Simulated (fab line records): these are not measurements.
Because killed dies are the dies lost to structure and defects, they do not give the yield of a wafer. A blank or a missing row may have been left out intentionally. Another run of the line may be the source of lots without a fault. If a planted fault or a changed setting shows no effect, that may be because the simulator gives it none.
Struck lot and sound lot, side by side	flow gf180mcu	15 out of 602 route steps
Sound: wafers L263.1, L263.2, L263.5. Wafers L269.2, L269.4, L269.5 were the ones struck. The cause is given at the end.
Order at every step that has rows: each side's tool, ch and its chambers, its first start. Under that, the readings that differ: sound wafers	struck wafers	difference of the means	sigmas: that difference in standard deviations of wafers without a fault.
alike: a reading whose means differ by less than 2 such deviations, as well as words and numbers matching on both sides. not compared: withheld readings; readings where some wafer has no value; bounds like >300 that might hide an equal value; numbers whose values overlap and for which the record gives no deviation.
A row with sigmas, a row that says differs or no value, or rows on one side alone: a step with any of these is where the two part. When numbers do not overlap yet have no deviation, they are printed without sigmas and do not part them. A reading missing from all wafers of one side parts the sides only when that side holds two or more wafers.

first, 1 step without rows for these wafers: GF_MVSD_DEVELOP_06 (develop time 60 s).
GF_MVSD_OVL_MEAS_07:
  sound: overlay-01 at day 5 17:01; struck: overlay-02 at day 7 02:25
  alike: MVSD_OVL
then, 2 steps without rows for these wafers: GF_MVSD_IMPLANT_08; GF_MVSD_IMPLANT_09.
GF_MVSD_STRIP_10: strips in O2/N2.
  sound on plasma asher-01 ch 0,1, day 5 17:21; struck on plasma asher-01 ch 0,1, day 7 02:44
  alike: drypump motor current A, heater power w, oes product au, strip time to endpoint s
  not compared: rf hours counter h
GF_MVSD_TW_MEAS_11:
  sound: film metro-04 at day 5 17:27; struck: film metro-01 at day 7 02:51
  alike: MVSD_TW
then, 6 steps without rows for these wafers: GF_MVPSD_DEHYDRATE_00 (time 60 s); GF_MVPSD_HMDS_01 (prime time 60 s); GF_MVPSD_COAT_02 (resist thk 3000 nm); GF_MVPSD_SOFTBAKE_03; GF_MVPSD_EXPOSE_04 (exposes mask MVPSD, target cd 1000 nm); GF_MVPSD_PEB_05.
GF_MVPSD_DEVELOP_06: develop time 60 s.
  sound on litho track-02 ch 0, day 6 07:00; struck on litho track-02 ch 0, day 7 18:00
  alike: developer temp C
GF_MVPSD_OVL_MEAS_07:
  sound: overlay-01 at day 6 07:49; struck: overlay-01 at day 7 18:31
reading	sound	struck	difference	sigmas
MVPSD_OVL (nm)	0.3 2.0 2.7	- - -	no value on the struck wafers	
then, 1 step without rows for these wafers: GF_MVPSD_IMPLANT_08.

WHERE THEY PART
At GF_MVPSD_OVL_MEAS_07 and nowhere else, as far as this record goes.

WHY: whatever the simulator had introduced
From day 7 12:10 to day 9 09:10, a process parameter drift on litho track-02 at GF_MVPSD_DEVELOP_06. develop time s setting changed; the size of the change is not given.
